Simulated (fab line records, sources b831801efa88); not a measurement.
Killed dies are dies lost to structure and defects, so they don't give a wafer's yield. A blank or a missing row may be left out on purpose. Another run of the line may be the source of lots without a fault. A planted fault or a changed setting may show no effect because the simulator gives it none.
Problem report, 8D (eight disciplines) form, completed by code	flow sky130	the parts of the form that need people (team, actions taken, sign-off) are left out

1. THE PROBLEM
Mean of temp_c at SKY_FIELD_ISO_WET_ETCH_30: 13.84 C over 3 wafers from 1 lot, against 25.00 C (standard deviation 0.12) on wafers with no fault. That puts it -93 standard deviations away from the usual mean.
The step: etches SiO2 in dHF, target depth 25 nm, time 50 s.
The first sign was on wafer L570.1 at day 3 03:16, on wet_bench-01. The record holds 15 wafers of 5 lots with a number at this step. Rule for "out", or "out of limits": more than 4 standard deviations from the usual mean. The other wafers with a number count as sound.

2. WHAT IT IS, AND WHAT IT ISN'T
question	is	is not
which readings at this step	temp_c, bath_heat_duty_pct	-
which lots	L570	L567, L568, L582, L588
which wafers of those lots	all that have a number	-
read on which tools	wet_bench-01	wet_bench-02, wet_bench-03
when	from day 3 03:16	up to then (6 sound wafers); but 6 sound wafers of L582, L588 came after

3. SUSPECTS, AND WHAT RULES EACH OUT
Counting: a tool at a process step up to the reading stays a suspect if it ran every lot that is out and no sound lot after the first of them.
- cmp-01 at SKY_FIELD_ISO_CMP_27 (polishes, stops on Si3N4, t overpolish 16 s, target thk 457.8 nm): ruled out as a lasting fault. Following L570 (day 3 02:26), the first lot on it that is out, the sound lots L582 were run on it.
- wet_bench-01 at SKY_FIELD_ISO_WET_ETCH_30 (etches SiO2 in dHF, target depth 25 nm, time 50 s): kept. It ran the lot that is out, L570 (day 3 03:16), and no sound lot after that; its last sound lot up to then is L568 (day 3 02:08). On those wafers its own readings are out: bath_heat_duty_pct, temp_c.
The count leaves wet_bench-01 at SKY_FIELD_ISO_WET_ETCH_30.

4. THE CAUSE (what the simulator had put in)
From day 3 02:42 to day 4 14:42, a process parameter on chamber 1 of wet_bench-01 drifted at SKY_FIELD_ISO_WET_ETCH_30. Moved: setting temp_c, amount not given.
After counting, this tool was the only one left.

5. THE CHAIN OF EFFECTS, in route order
Rows list readings where the struck wafers' mean (over those with a number) sits beyond 3 standard deviations from the usual. Scope: only readings with a usual standard deviation given in the record; hours: median across lots of the time from each lot's start at the first step in this table that gives one to its start at this step; sigmas: change in usual standard deviations.
hours	step	reading	usual	on struck wafers	change	sigmas
0	SKY_FIELD_ISO_WET_ETCH_30	bath_heat_duty_pct	6.0 %	0.0	-6.0	-10
0	SKY_FIELD_ISO_WET_ETCH_30	temp_c	25.00 C	13.84	-11.16	-93
It contains these process steps:
- SKY_FIELD_ISO_WET_ETCH_30: etches SiO2 in dHF, target depth 25 nm, time 50 s.
Later steps that measure or inspect, where all struck wafers having a row at the step show a number for every such reading and not one has moved that far: SKY_NWELL_THK_MEAS_02, SKY_DNWELL_TW_MEAS_09, SKY_PWDE_OVL_MEAS_07, SKY_PWDE_TW_MEAS_10.

6. HOW IT WOULD HAVE BEEN CAUGHT EARLIER
In this record the first reading out of limits was taken at day 3 03:16, 1 hour after the fault began at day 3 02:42.
